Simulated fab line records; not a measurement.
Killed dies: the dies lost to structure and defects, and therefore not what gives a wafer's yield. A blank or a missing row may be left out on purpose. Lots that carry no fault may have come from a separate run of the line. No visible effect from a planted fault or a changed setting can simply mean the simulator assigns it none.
Problem report, 8D (eight disciplines) form, completed by code || flow gf180mcu || the parts of the form that need people (team, actions taken, sign-off) are left out

1. THE ISSUE
Mean of runLengthS at GF_SAB_WET_ETCH_12: 540 s over 3 wafers from 1 lot, against 466 s (standard deviation 3.3) on wafers with no fault. That is +22 standard deviations from the usual mean.
The step: etches SiO2 in dHF, target depth 22 nm, time 440 s.
The first sign was on wafer L976.2 at day 19 09:16, on wetBench-04. The record holds 39 wafers of 13 lots with a number at this step. Rule for "out" (also "out of limits"): further than 4 standard deviations from the usual mean. The rest of the wafers with a number are treated as sound.

2. WHAT IT IS, AND WHAT IT ISN'T
{"question": "which readings at this step", "is": "runLengthS", "is not": "tempC"}
{"question": "which lots", "is": "L976", "is not": "L967, L968, L969, L970, L972, L973, L977, L983, L985, L986, L987, L988"}
{"question": "which wafers of those lots", "is": "all that have a number", "is not": "-"}
{"question": "read on which tools", "is": "wetBench-04", "is not": "wetBench-01, wetBench-02"}
{"question": "when", "is": "from day 19 09:16", "is not": "up to then (18 sound wafers); but 18 sound wafers of L977, L983, L985, L986, L987, L988 came after"}

3. THE SUSPECTS, EACH WITH WHAT RULES IT OUT
Counting: a tool at a process step up to the reading stays a suspect if it ran every lot that is out and no sound lot after the first of them.
- wetBench-04 at GF_SAB_WET_ETCH_12 (etches SiO2 in dHF, target depth 22 nm, time 440 s): ruled out as a lasting fault. Sound lots L987 ran on it after its first lot that is out, L976 (day 19 09:16).
Left after counting: nothing in the record.

4. THE CAUSE (what the simulator had put in)
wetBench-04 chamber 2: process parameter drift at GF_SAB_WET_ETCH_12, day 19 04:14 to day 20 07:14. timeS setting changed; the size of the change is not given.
Counting ruled it out, wrongly.

5. THE CHAIN OF EFFECTS, in route order
Each row: a reading whose mean over the struck wafers that have a number lies more than 3 standard deviations from the usual. Readings are gone through only where the record gives a usual standard deviation; hours: the median, over the lots, of the time from a lot's start at the first step in this table giving one to that lot's start at this step; sigmas: the change measured in usual standard deviations.
{"hours": 0, "step": "GF_SAB_WET_ETCH_12", "reading": "runLengthS", "usual": "466 s", "on struck wafers": 540, "change": "+74", "sigmas": "+22"}
Here are the process steps it includes:
- GF_SAB_WET_ETCH_12: etches SiO2 in dHF, target depth 22 nm, time 440 s.

6. WHAT WOULD HAVE CAUGHT IT SOONER
In this record no reading fell out of limits until day 19 09:16, 5 hours after the fault had begun at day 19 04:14.
